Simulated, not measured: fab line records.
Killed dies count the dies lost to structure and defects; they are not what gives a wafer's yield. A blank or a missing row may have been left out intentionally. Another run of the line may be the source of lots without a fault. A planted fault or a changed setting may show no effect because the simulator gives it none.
Which of the tools did it? || flow gf180mcu || 42 wafers from 14 lots sampled at 4 of the route's 602 steps

== WHAT THE GAUGES READ, wafer by wafer ==
GF_NWELL_OVL_MEAS_07. Usual: NWELL_OVL gives -0.3 nm (standard deviation 1.6).
{"lot": "L599", "measured": "day 3 16:56", "on": "overlay-01", "NWELL_OVL (nm)": "0.8 0.8 -0.8", "flag": ""}
{"lot": "L600", "measured": "day 3 23:08", "on": "overlay-02", "NWELL_OVL (nm)": "0.7 -1.0 -0.8", "flag": ""}
{"lot": "L601", "measured": "day 4 03:44", "on": "overlay-02", "NWELL_OVL (nm)": "1.3 0.1 3.3", "flag": ""}
{"lot": "L602", "measured": "day 4 10:38", "on": "overlay-01", "NWELL_OVL (nm)": "-0.2 0.8 1.0", "flag": ""}
{"lot": "L603", "measured": "day 4 15:06", "on": "overlay-01", "NWELL_OVL (nm)": "-4.0 -3.1 -3.0", "flag": ""}
{"lot": "L604", "measured": "day 4 21:08", "on": "overlay-02", "NWELL_OVL (nm)": "0.4 -0.6 0.3", "flag": ""}
{"lot": "L608", "measured": "day 5 17:56", "on": "overlay-02", "NWELL_OVL (nm)": "-0.9 -1.1 -0.4", "flag": ""}
{"lot": "L613", "measured": "day 7 03:16", "on": "overlay-01", "NWELL_OVL (nm)": "0.3 -1.2 -1.6", "flag": ""}
{"lot": "L614", "measured": "day 7 08:59", "on": "overlay-02", "NWELL_OVL (nm)": "-0.9 -2.0 -1.1", "flag": ""}
{"lot": "L615", "measured": "day 7 13:23", "on": "overlay-01", "NWELL_OVL (nm)": "0.6 -0.3 -2.8", "flag": ""}
{"lot": "L616", "measured": "day 7 15:04", "on": "overlay-01", "NWELL_OVL (nm)": "0.0 -1.5 -0.9", "flag": ""}
{"lot": "L617", "measured": "day 7 22:36", "on": "overlay-02", "NWELL_OVL (nm)": "-2.8 -2.5 -2.1", "flag": ""}
{"lot": "L618", "measured": "day 8 04:10", "on": "overlay-01", "NWELL_OVL (nm)": "0.2 -0.3 -0.2", "flag": ""}
{"lot": "L620", "measured": "day 8 13:22", "on": "overlay-01", "NWELL_OVL (nm)": "3.4 0.2 -0.9", "flag": ""}

GF_NSD_TW_MEAS_12. Usual: NSD_TW gives 4250 (standard deviation 53).
{"lot": "L599", "measured": "day 14 14:13", "on": "film metro-03", "NSD_TW": "4316 4328 4342", "flag": ""}
{"lot": "L600", "measured": "day 15 01:26", "on": "film metro-04", "NSD_TW": "4217 4233 4227", "flag": ""}
{"lot": "L601", "measured": "day 15 02:10", "on": "film metro-03", "NSD_TW": "4276 4321 4301", "flag": ""}
{"lot": "L602", "measured": "day 15 06:58", "on": "film metro-03", "NSD_TW": "4290 4303 4289", "flag": ""}
{"lot": "L603", "measured": "day 15 16:35", "on": "film metro-02", "NSD_TW": "4183 4208 4204", "flag": ""}
{"lot": "L604", "measured": "day 16 03:08", "on": "film metro-03", "NSD_TW": "4311 4312 4336", "flag": ""}
{"lot": "L608", "measured": "day 17 06:21", "on": "film metro-04", "NSD_TW": "4214 4225 4243", "flag": ""}
{"lot": "L613", "measured": "day 19 02:11", "on": "film metro-02", "NSD_TW": "4157 4182 4182", "flag": ""}
{"lot": "L614", "measured": "day 19 08:28", "on": "film metro-02", "NSD_TW": "4197 4202 4205", "flag": ""}
{"lot": "L615", "measured": "day 19 12:00", "on": "film metro-02", "NSD_TW": "4219 4207 4203", "flag": ""}
{"lot": "L616", "measured": "day 19 23:53", "on": "film metro-03", "NSD_TW": "4347 4333 4365", "flag": ""}
{"lot": "L617", "measured": "day 20 05:58", "on": "film metro-02", "NSD_TW": "4223 4227 4217", "flag": ""}
{"lot": "L618", "measured": "day 20 09:22", "on": "film metro-04", "NSD_TW": "4247 4280 4228", "flag": ""}
{"lot": "L620", "measured": "day 20 17:55", "on": "film metro-03", "NSD_TW": "4302 4321 4319", "flag": ""}

GF_SAB_CD_MEAS_09: target cd 420 nm. Usual: cd nm at 420.2 nm, with a standard deviation of 2.4.
{"lot": "L599", "measured": "day 16 10:00", "on": "cd sem-01", "cd nm (nm)": "423.4 426.2 424.4", "flag": ""}
{"lot": "L600", "measured": "day 16 21:38", "on": "cd sem-02", "cd nm (nm)": "421.7 423.9 423.4", "flag": ""}
{"lot": "L601", "measured": "day 16 22:50", "on": "cd sem-01", "cd nm (nm)": "420.7 418.9 419.3", "flag": ""}
{"lot": "L602", "measured": "day 17 03:05", "on": "cd sem-02", "cd nm (nm)": "418.4 420.1 418.1", "flag": ""}
{"lot": "L603", "measured": "day 17 14:04", "on": "cd sem-02", "cd nm (nm)": "422.1 424.3 422.9", "flag": ""}
{"lot": "L604", "measured": "day 18 00:26", "on": "cd sem-02", "cd nm (nm)": "419.4 421.5 421.7", "flag": ""}
{"lot": "L608", "measured": "day 19 05:49", "on": "cd sem-02", "cd nm (nm)": "417.4 417.1 416.3", "flag": ""}
{"lot": "L613", "measured": "day 21 02:31", "on": "cd sem-02", "cd nm (nm)": "416.9 420.7 421.3", "flag": ""}
{"lot": "L614", "measured": "day 21 08:56", "on": "cd sem-02", "cd nm (nm)": "419.9 419.2 418.9", "flag": ""}
{"lot": "L615", "measured": "day 21 12:45", "on": "cd sem-02", "cd nm (nm)": "417.0 419.7 418.3", "flag": ""}
{"lot": "L616", "measured": "day 22 00:23", "on": "cd sem-02", "cd nm (nm)": "420.8 417.9 418.9", "flag": ""}
{"lot": "L617", "measured": "day 22 06:33", "on": "cd sem-02", "cd nm (nm)": "422.2 422.8 421.4", "flag": ""}
{"lot": "L618", "measured": "day 22 09:02", "on": "cd sem-01", "cd nm (nm)": "419.8 417.3 416.8", "flag": ""}
{"lot": "L620", "measured": "day 22 15:49", "on": "cd sem-02", "cd nm (nm)": "424.0 421.5 423.0", "flag": ""}

== EACH LOT AND THE TOOL THAT RAN IT (in order: tool; ch and the chambers of the sampled wafers; start) ==
{"lot": "L599", "GF_HV_LDD_CVD_56": "lpcvd-01 ch 1, day 13 15:10"}
{"lot": "L600", "GF_HV_LDD_CVD_56": "lpcvd-01 ch 1, day 14 02:13"}
{"lot": "L601", "GF_HV_LDD_CVD_56": "lpcvd-02 ch 1, day 14 03:13"}
{"lot": "L602", "GF_HV_LDD_CVD_56": "lpcvd-02 ch 1, day 14 07:43"}
{"lot": "L603", "GF_HV_LDD_CVD_56": "lpcvd-02 ch 1, day 14 17:07"}
{"lot": "L604", "GF_HV_LDD_CVD_56": "lpcvd-02 ch 0, day 15 03:02"}
{"lot": "L608", "GF_HV_LDD_CVD_56": "lpcvd-01 ch 0, day 16 05:50"}
{"lot": "L613", "GF_HV_LDD_CVD_56": "lpcvd-02 ch 0, day 18 00:13"}
{"lot": "L614", "GF_HV_LDD_CVD_56": "lpcvd-01 ch 1, day 18 06:10"}
{"lot": "L615", "GF_HV_LDD_CVD_56": "lpcvd-01 ch 1, day 18 09:55"}
{"lot": "L616", "GF_HV_LDD_CVD_56": "lpcvd-02 ch 0, day 18 21:38"}
{"lot": "L617", "GF_HV_LDD_CVD_56": "lpcvd-02 ch 0, day 19 04:40"}
{"lot": "L618", "GF_HV_LDD_CVD_56": "lpcvd-01 ch 0, day 19 07:11"}
{"lot": "L620", "GF_HV_LDD_CVD_56": "lpcvd-01 ch 1, day 19 16:10"}
- GF_HV_LDD_CVD_56: deposits Si3N4 from DCS/NH3, target thk 90 nm, time 1543 s.

== AS READ BY THE TOOLS THEMSELVES (means over the sampled wafers that have a number; for cases with no such wafer, the mark the record gives instead) ==
GF_HV_LDD_CVD_56. Usual: spike tc upper C 770.0 C, standard deviation 1.3; susceptor temp C 769.9 C, standard deviation 0.32; zone power bottom pct 21.0 %, standard deviation 2.8; zone power centre pct 14.3 %, standard deviation 1.2.
{"lot": "L599", "tool": "lpcvd-01", "spike tc upper C (C)": 770.1, "susceptor temp C (C)": 769.6, "zone power bottom pct (%)": 23.6, "zone power centre pct (%)": 15.5, "flag": ""}
{"lot": "L600", "tool": "lpcvd-01", "spike tc upper C (C)": 772.2, "susceptor temp C (C)": 770.2, "zone power bottom pct (%)": 23.8, "zone power centre pct (%)": 15.5, "flag": ""}
{"lot": "L601", "tool": "lpcvd-02", "spike tc upper C (C)": 768.9, "susceptor temp C (C)": 770.1, "zone power bottom pct (%)": 15.8, "zone power centre pct (%)": 14.2, "flag": ""}
{"lot": "L602", "tool": "lpcvd-02", "spike tc upper C (C)": 769.7, "susceptor temp C (C)": 770.3, "zone power bottom pct (%)": 15.9, "zone power centre pct (%)": 14.4, "flag": ""}
{"lot": "L603", "tool": "lpcvd-02", "spike tc upper C (C)": 769.6, "susceptor temp C (C)": 771.7, "zone power bottom pct (%)": 15.8, "zone power centre pct (%)": 14.3, "flag": "OFF"}
{"lot": "L604", "tool": "lpcvd-02", "spike tc upper C (C)": 771.8, "susceptor temp C (C)": 771.3, "zone power bottom pct (%)": 19.7, "zone power centre pct (%)": 12.6, "flag": "OFF"}
{"lot": "L608", "tool": "lpcvd-01", "spike tc upper C (C)": 769.3, "susceptor temp C (C)": 770.1, "zone power bottom pct (%)": 22.2, "zone power centre pct (%)": 14.4, "flag": ""}
{"lot": "L613", "tool": "lpcvd-02", "spike tc upper C (C)": 771.0, "susceptor temp C (C)": 769.8, "zone power bottom pct (%)": 19.9, "zone power centre pct (%)": 12.6, "flag": ""}
{"lot": "L614", "tool": "lpcvd-01", "spike tc upper C (C)": 770.9, "susceptor temp C (C)": 769.6, "zone power bottom pct (%)": 23.7, "zone power centre pct (%)": 15.5, "flag": ""}
{"lot": "L615", "tool": "lpcvd-01", "spike tc upper C (C)": 769.9, "susceptor temp C (C)": 769.9, "zone power bottom pct (%)": 23.5, "zone power centre pct (%)": 15.7, "flag": ""}
{"lot": "L616", "tool": "lpcvd-02", "spike tc upper C (C)": 768.9, "susceptor temp C (C)": 770.3, "zone power bottom pct (%)": 19.9, "zone power centre pct (%)": 12.7, "flag": ""}
{"lot": "L617", "tool": "lpcvd-02", "spike tc upper C (C)": 770.2, "susceptor temp C (C)": 769.9, "zone power bottom pct (%)": 19.8, "zone power centre pct (%)": 12.6, "flag": ""}
{"lot": "L618", "tool": "lpcvd-01", "spike tc upper C (C)": 769.0, "susceptor temp C (C)": 770.2, "zone power bottom pct (%)": 22.8, "zone power centre pct (%)": 14.3, "flag": ""}
{"lot": "L620", "tool": "lpcvd-01", "spike tc upper C (C)": 771.2, "susceptor temp C (C)": 769.7, "zone power bottom pct (%)": 23.4, "zone power centre pct (%)": 15.6, "flag": ""}

== THE ANSWER, worked out from the rows above alone ==
Rule: lot off if the mean of its wafers having a number is beyond 3 standard deviations from the usual mean. Also off: a lot with no number at a reading for which 4 or more lots have one. All remaining lots with rows at the step are treated as sound. The gauges are gone through in route order, then the tools' own readings, and for those a lot's mean is taken as printed above. At the first step where some lot is off, the reading lying furthest off is the one used; lots without a number count as furthest.
Off at GF_HV_LDD_CVD_56 (susceptor temp C): L603, L604.
A tool fits if, at that step or a process step before it, it ran every lot that is off, and no sound lot after the first of them. No candidate that was tried fits.

== WHAT WAS PUT IN BY THE SIMULATOR ==
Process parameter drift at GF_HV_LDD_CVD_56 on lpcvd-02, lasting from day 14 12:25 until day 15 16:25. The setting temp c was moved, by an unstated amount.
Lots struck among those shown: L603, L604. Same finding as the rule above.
